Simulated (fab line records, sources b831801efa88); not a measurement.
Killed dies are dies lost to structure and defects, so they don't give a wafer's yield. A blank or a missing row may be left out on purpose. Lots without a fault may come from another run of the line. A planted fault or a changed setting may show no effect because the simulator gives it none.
Chamber matching | flow sfq_line | SFQ_TRILAYER_I5_BARC_OPEN_VIA_ETCH_200 on rie_diel-03: 4 sister chambers
The step etches BARC in O2, target depth 125 nm, time 41.7 s. 8 wafers are shown with their chamber, then 8 later ones without.

WAFERS WITH THEIR CHAMBER
wafer  | chamber | drypump_motor_current_A (A) | oes_product_au (a.u.)
L667.6 | 2       | 5.7                         | 0.682
L671.4 | 1       | 5.4                         | 0.687
L673.1 | 1       | 5.4                         | 0.691
L673.2 | 2       | 5.7                         | 0.687
L678.2 | 3       | 5.9                         | 0.693
L678.4 | 0       | 4.8                         | 0.685
L678.6 | 3       | 5.8                         | 0.686
L681.1 | 0       | 4.8                         | 0.682

WAFERS WITHOUT THEIR CHAMBER
wafer  | drypump_motor_current_A (A) | oes_product_au (a.u.)
L681.4 | 5.9                         | 0.688
L681.6 | 5.4                         | 0.678
L682.2 | 4.7                         | 0.689
L682.3 | 5.8                         | 0.684
L682.5 | 5.8                         | 0.683
L686.1 | 5.7                         | 0.683
L686.3 | 5.5                         | 0.692
L686.5 | 5.9                         | 0.676

WHICH CHAMBER EACH WENT THROUGH
wafer  | from the rows above     | in truth
L681.4 | 3                       | 3
L681.6 | 1                       | 1
L682.2 | 0                       | 0
L682.3 | can't be placed: 3 or 2 | 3
L682.5 | can't be placed: 3 or 2 | 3
L686.1 | 2                       | 2
L686.3 | 1                       | 1
L686.5 | 3                       | 3
Placed correctly: 6 of 8. Can't be placed from these rows: 2 (the true chamber is among the candidates in 2). Placed wrongly: 0.
How it was worked out, from the rows above alone: a wafer's distance from a chamber is the root of the sum, over the readings, of the square of ((its reading less the chamber's mean) divided by the reading's scatter). The wafer belongs to the nearest chamber; if the next one is less than 2 further off, it can't be placed. A chamber's mean is the mean of its shown wafers. The scatter: the root of (the sum of the squares of (reading less its chamber's mean) over the shown wafers, divided by (wafers less chambers)).
